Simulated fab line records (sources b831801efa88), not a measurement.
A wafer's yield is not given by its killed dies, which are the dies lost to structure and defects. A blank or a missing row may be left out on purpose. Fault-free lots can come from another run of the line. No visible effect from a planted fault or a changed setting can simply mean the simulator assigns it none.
Comparing a struck lot with a sound one | flow sky130 | 24 steps out of a route of 708
Sound: these wafers, L986.2, L986.3, L986.4. Struck: wafer L992.1 (L992.4, L992.5, from the same lot, were not struck and are left out); the cause is given at the end.
For every step that has rows: the tool of each side, followed by ch and its chambers, followed by its first start. Under that, the readings that differ: sound wafers | struck wafers | difference of the means | sigmas: that difference in standard deviations of wafers without a fault.
alike: a reading whose means differ by less than 2 such deviations, as well as words and numbers matching on both sides. not compared: withheld readings; readings where some wafer has no value; bounds like >300 that might hide an equal value; numbers whose values overlap and for which the record gives no deviation.
Wherever a step has rows on one side only, a row that says differs or no value, or a row with sigmas, the two part there. Numbers that don't overlap but have no deviation are shown without sigmas and don't part them. A reading that every wafer of one side lacks parts them only if that side has two wafers or more.

first, 3 steps without rows for these wafers: SKY_LOCAL_INTERCONNECT_STRIP_16 (strips in post etch residue remover, time 1200 s); SKY_LOCAL_INTERCONNECT_CLEAN_17 (cleans in IPA, time 180 s); SKY_LOCAL_INTERCONNECT_CLEAN_18 (cleans in O3/DIW).
SKY_CONTACT_CVD_00: deposits Si3N4, target thk 75 nm.
  sound on pecvd-04 ch 0,2, day 30 04:14; struck on pecvd-01 ch 0, day 32 16:47
  alike: heater_power_w
SKY_CONTACT_THK_MEAS_01:
  sound: film_metro-04 at day 30 04:17; struck: film_metro-03 at day 32 16:49
  alike: CONTACT_CVD_00_THK
then, 1 step without rows for these wafers: SKY_CONTACT_HDPCVD_02 (deposits SiO2, target thk 565 nm, time 94.2 s).
SKY_CONTACT_THK_MEAS_03:
  sound: film_metro-03 at day 30 04:25; struck: film_metro-04 at day 32 16:57
  alike: CONTACT_HDPCVD_THK
SKY_CONTACT_CMP_04: polishes SiO2.
  sound on cmp-01 ch 0,1,3, day 30 04:28; struck on cmp-02 ch 0, day 32 17:01
  alike: motor_current_A, time_to_endpoint_s
SKY_CONTACT_BOW_MEAS_05:
  sound: film_metro-04 at day 30 04:47; struck: film_metro-04 at day 32 17:19
  reading          | sound    | struck | difference | sigmas
  CONTACT_BOW (um) | 83 94 93 | 71     | -19        | -3
then, 3 steps without rows for these wafers: SKY_CONTACT_DEHYDRATE_06 (time 60 s); SKY_CONTACT_HMDS_07 (prime time 60 s); SKY_CONTACT_COAT_08 (resist thk 60 nm).
SKY_CONTACT_COAT_09: resist thk 450 nm.
  sound on litho_track-04 ch 0, day 30 17:00; struck on litho_track-04 ch 0, day 33 05:00
  reading                                        | sound             | struck | difference | sigmas
  model.KrF-thick_of_CONTACT_COAT_09.thk_nm (nm) | 451.3 450.4 450.1 | 470.5  | +19.9      |
  alike: resist_line_temp_C
then, 4 steps without rows for these wafers: SKY_CONTACT_SOFTBAKE_10 (time 90 s); SKY_CONTACT_EXPOSE_11 (exposes mask CTM1, target cd 170 nm); SKY_CONTACT_PEB_12; SKY_CONTACT_DEVELOP_13 (develop time 60 s).
SKY_CONTACT_CD_MEAS_14: target cd 170 nm.
  sound: cd_sem-01 at day 31 08:11; struck: cd_sem-01 at day 33 19:31
  alike: cd_nm
SKY_CONTACT_OVL_MEAS_15:
  sound: overlay-01 at day 31 08:17; struck: overlay-02 at day 33 19:38
  alike: CONTACT_OVL
SKY_CONTACT_ETCH_16: etches BARC in N2/H2, stops on SiO2, time 45.9 s, target depth 60 nm.
  sound on rie_diel-04 ch 0,1,2, day 31 08:19; struck on rie_diel-03 ch 3, day 33 19:40
  alike: drypump_motor_current_A, n2_flow_sccm, oes_product_au, throttle_valve_pct
  not compared: rf_hours_counter_h
SKY_CONTACT_ETCH_17: etches SiO2 in C4F8/O2/Ar, stops on Si3N4, target depth 340 nm.
  sound on rie_diel-04 ch 0,1,2, day 31 08:21; struck on rie_diel-03 ch 3, day 33 19:42
  alike: oes_product_au
SKY_CONTACT_ETCH_18: etches Si3N4 in CHF3/O2, stops on TiN, time 39 s, target depth 75 nm.
  sound: rie_diel-04 ch 0,1,2; struck: rie_diel-03 ch 3
  reading                                        | sound             | struck | difference | sigmas
  model.KrF-thick_of_CONTACT_COAT_09.thk_nm (nm) | 245.1 243.3 243.5 | 265.3  | +21.3      |
  alike: drypump_motor_current_A, oes_product_au, throttle_valve_pct
  not compared: rf_hours_counter_h
SKY_CONTACT_STRIP_19: strips in O2/N2.
  sound on plasma_asher-01 ch 0,1, day 31 08:26; struck on plasma_asher-01 ch 0, day 33 19:47
  reading                      | sound             | struck | difference | sigmas
  strip_time_to_endpoint_s (s) | 3.647 3.627 3.625 | 3.851  | +0.218     | +8
  alike: drypump_motor_current_A, n2_flow_sccm, oes_product_au
  not compared: rf_hours_counter_h
then, 1 step without rows for these wafers: SKY_CONTACT_STRIP_20 (strips in post etch residue remover, time 1200 s).

WHERE THEY PART
First at SKY_CONTACT_BOW_MEAS_05; last, within this record, at SKY_CONTACT_STRIP_19.

WHY: what the simulator had put in
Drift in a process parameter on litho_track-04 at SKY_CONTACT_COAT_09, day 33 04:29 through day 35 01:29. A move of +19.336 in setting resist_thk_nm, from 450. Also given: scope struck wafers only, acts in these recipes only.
